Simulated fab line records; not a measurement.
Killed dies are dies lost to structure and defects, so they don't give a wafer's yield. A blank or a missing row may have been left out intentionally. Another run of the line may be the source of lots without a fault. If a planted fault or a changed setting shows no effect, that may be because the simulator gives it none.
Comparing a struck lot with a sound one | flow gf180mcu | 19 out of 602 route steps
Sound: wafers L756.2, L756.4, L756.5. Wafers struck: L753.2, L753.4, L753.5. The cause is named last.
Each step with rows lists, per side, the tool, then ch with its chambers, then its first start. Under that, the readings that differ: sound wafers | struck wafers | difference of the means | sigmas: that difference in standard deviations of wafers without a fault.
alike: a reading whose means differ by less than 2 such deviations, as well as words and numbers matching on both sides. not compared: withheld readings; readings where some wafer has no value; bounds like >300 that might hide an equal value; numbers whose values overlap and for which the record gives no deviation.
A row with sigmas, a row that says differs or no value, or rows on one side alone: a step with any of these is where the two part. Numbers that don't overlap but have no deviation are shown without sigmas and don't part them. A reading missing from all wafers of one side parts the sides only when that side holds two or more wafers.

GF_HV_LDD_CD_MEAS_31 targets a cd of 400 nm.
  sound on cdSem-01, day 18 22:31; struck on cdSem-01, day 17 23:25
  alike: cdNm
GF_HV_LDD_OVL_MEAS_32:
  sound on overlay-02, day 18 22:37; struck on overlay-01, day 17 23:31
  alike: HV_LDD_02_OVL
then, 4 steps without rows for these wafers: GF_HV_LDD_IMPLANT_33; GF_HV_LDD_IMPLANT_34; GF_HV_LDD_IMPLANT_35; GF_HV_LDD_IMPLANT_36.
GF_HV_LDD_STRIP_37: strips in O2/N2.
  sound on plasmaAsher-03 ch 1, day 18 23:15; struck on plasmaAsher-04 ch 0,1, day 18 00:09
  alike: drypumpMotorCurrentA, heaterPowerW, oesProductAu, stripTimeToEndpointS
  not compared: rfHoursCounterH
GF_HV_LDD_TW_MEAS_38:
  sound on filmMetro-03, day 18 23:23; struck on filmMetro-04, day 18 00:16
  alike: HV_LDD_3_TW
then, 4 steps without rows for these wafers: GF_HV_LDD_DEHYDRATE_39 (time 60 s); GF_HV_LDD_HMDS_40 (prime time 60 s); GF_HV_LDD_COAT_41 (resist thk 1000 nm); GF_HV_LDD_SOFTBAKE_42 (time 60 s).
GF_HV_LDD_EXPOSE_43: exposes mask Pplus HV AREA, target cd 400 nm.
  sound on ilineStepper-02 ch 0, day 19 11:44; struck on ilineStepper-01 ch 0, day 18 12:22
reading                      | sound                   | struck            | difference | sigmas
model.HV_LDD.overlayXNm (nm) | -0.9763 -0.9763 -0.9763 | 213.1 213.1 213.1 | +214.1     | 
  alike: mask
then, 2 steps without rows for these wafers: GF_HV_LDD_PEB_44; GF_HV_LDD_DEVELOP_45 (develop time 60 s).
GF_HV_LDD_CD_MEAS_46 targets a cd of 400 nm.
  sound on cdSem-01, day 20 00:13; struck on cdSem-02, day 19 00:22
  alike: cdNm
GF_HV_LDD_OVL_MEAS_47:
  sound on overlay-01, day 20 00:19; struck on overlay-01, day 19 00:28
reading            | sound        | struck            | difference | sigmas
HV_LDD_03_OVL (nm) | -1.0 0.9 0.9 | 212.3 213.5 213.0 | +212.7     | +99 or more
next, for these wafers, 1 step has no rows: GF_HV_LDD_IMPLANT_48.
-- record jumps: 15 days separate the struck wafers' starts on either side; left off in module HV_LDD, taken up again in module PASSIVATION, whose first shown step is the route's number 602 --
GF_PASSIVATION_PROBE_99:
  record: rows for the struck wafers here (prober-02, day 34 10:49), none for the sound ones

## WHERE THEY PART
First at GF_HV_LDD_OVL_MEAS_47; last, within this record, at GF_PASSIVATION_PROBE_99.

WHY: whatever the simulator had introduced
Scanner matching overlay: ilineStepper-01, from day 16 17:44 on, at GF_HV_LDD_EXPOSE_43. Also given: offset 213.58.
